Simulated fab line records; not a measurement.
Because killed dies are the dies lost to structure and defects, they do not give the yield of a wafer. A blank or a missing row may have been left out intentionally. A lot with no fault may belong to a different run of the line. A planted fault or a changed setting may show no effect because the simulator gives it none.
Code-filled problem report in 8D (eight disciplines) form :: flow sky130 :: the parts of the form that need people (team, actions taken, sign-off) are left out

1. WHAT WENT WRONG
Wafers without a fault read 20.001, standard deviation 0.0063; beam_energy_keV at SKY_SONOS_TUNNEL_IMPLANT_09 reads a mean of 20.448 on 6 wafers belonging to 2 lots. Measured from the usual mean, that is +71 standard deviations.
Seen first at day 12 09:37 on implanter-02, wafer L594.1. The record has a number at this step for 36 wafers belonging to 12 lots. By rule, "out" or "out of limits" means more than 4 standard deviations away from the usual mean. The rest of the wafers with a number are treated as sound.

2. WHAT IT IS; WHAT IT IS NOT
question: which readings at this step
is: beam_energy_keV
is not: -

question: which lots
is: L594, L596
is not: L592, L595, L600, L605, L606, L609, L610, L611, L614, L615

question: which wafers of those lots
is: all that have a number
is not: -

question: read on which tools
is: implanter-02
is not: implanter-01, implanter-04

question: when
is: from day 12 09:37
is not: up to then (3 sound wafers); but 27 sound wafers of L595, L600, L605, L606, L609, L610, L611, L614, L615 came after

3. SUSPECTS, AND WHAT RULES EACH OUT
Counting: a tool at a process step up to the reading stays a suspect if it ran every lot that is out and no sound lot after the first of them.
- plasma_asher-04 at SKY_VT_ADJUST_PCH_STRIP_09 (strips in O2/N2): ruled out as a lasting fault. After its first lot that is out, L594 (day 11 09:09), sound lots L600, L614, L615 ran on it.
- implanter-02 at SKY_SONOS_TUNNEL_IMPLANT_09: ruled out as a lasting fault. After its first lot that is out, L594 (day 12 09:37), sound lots L605, L606, L609, L610, L611, L615 ran on it.
Left after counting: nothing in the record.

4. THE CAUSE (what the simulator had put in)
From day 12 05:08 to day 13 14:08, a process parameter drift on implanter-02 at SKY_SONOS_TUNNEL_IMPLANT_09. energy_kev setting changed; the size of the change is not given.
Counting ruled it out, wrongly.

5. THE EFFECT CHAIN, in route order
Each row: a reading whose mean over the struck wafers that have a number lies more than 3 standard deviations from the usual. Scope: only readings with a usual standard deviation given in the record; hours: median across lots of the time from each lot's start at the first step in this table that gives one to its start at this step; sigmas: change in usual standard deviations.
hours: 0
step: SKY_SONOS_TUNNEL_IMPLANT_09
reading: beam_energy_keV
usual: 20.001
on struck wafers: 20.448
change: +0.447
sigmas: +71
Its process steps:
- SKY_SONOS_TUNNEL_IMPLANT_09

6. WHAT WOULD HAVE CAUGHT IT SOONER
The fault began at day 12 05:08; the first out-of-limits reading in this record came at day 12 09:37, 4 hours later.
